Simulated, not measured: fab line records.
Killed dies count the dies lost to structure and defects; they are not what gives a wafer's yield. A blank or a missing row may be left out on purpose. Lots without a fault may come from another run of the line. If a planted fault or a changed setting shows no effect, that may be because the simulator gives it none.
Chamber matching    flow gf180mcu    rie_diel-01 running GF_V2_ETCH_16: 4 sister chambers
The step etches BARC in N2/H2. 8 wafers are shown with their chamber, then 9 later ones without.

== WAFERS WITH THEIR CHAMBER ==
wafer   chamber  n2_flow_sccm (sccm)  h2_flow_sccm (sccm)
L079.6  1        100.8                199.4
L083.1  2        100.4                199.6
L083.5  3        100.0                199.1
L086.4  1        100.2                199.9
L086.6  0        100.5                199.7
L087.2  3        100.3                199.7
L087.3  0        100.3                199.6
L087.5  2        99.5                 201.1

== WAFERS WITH NO CHAMBER GIVEN ==
wafer   n2_flow_sccm (sccm)  h2_flow_sccm (sccm)
L088.1  99.8                 200.5
L088.3  100.0                200.3
L088.6  99.6                 200.1
L090.1  99.9                 201.7
L090.2  100.7                200.0
L090.3  100.2                199.7
L096.1  99.8                 199.6
L096.2  100.8                199.0
L096.6  100.3                200.9

== EACH ONE'S CHAMBER ==
wafer   from the rows above                in truth
L088.1  can't be placed: 2 or 3 or 0 or 1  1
L088.3  can't be placed: 2 or 0 or 3 or 1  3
L088.6  can't be placed: 2 or 3 or 0 or 1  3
L090.1  can't be placed: 2 or 0 or 1 or 3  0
L090.2  can't be placed: 1 or 0 or 3 or 2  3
L090.3  can't be placed: 0 or 3 or 1 or 2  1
L096.1  can't be placed: 3 or 2 or 0 or 1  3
L096.2  can't be placed: 1 or 0 or 3 or 2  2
L096.6  can't be placed: 2 or 0 or 1 or 3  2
Correct placement for 0 of the 9. Not placeable from these rows: 9 (in 9, the candidates include the true chamber). Wrongly placed: 0.
How it was worked out, from the rows above alone: a wafer's distance from a chamber is the root of the sum, over the readings, of the square of ((its reading less the chamber's mean) divided by the reading's scatter). The wafer belongs to the nearest chamber; if the next one is less than 2 further off, it can't be placed. A chamber's mean is the mean of its shown wafers. The scatter: take each reading less its chamber's mean, square it, sum over the shown wafers, divide by the number of wafers less the number of chambers, and take the root.
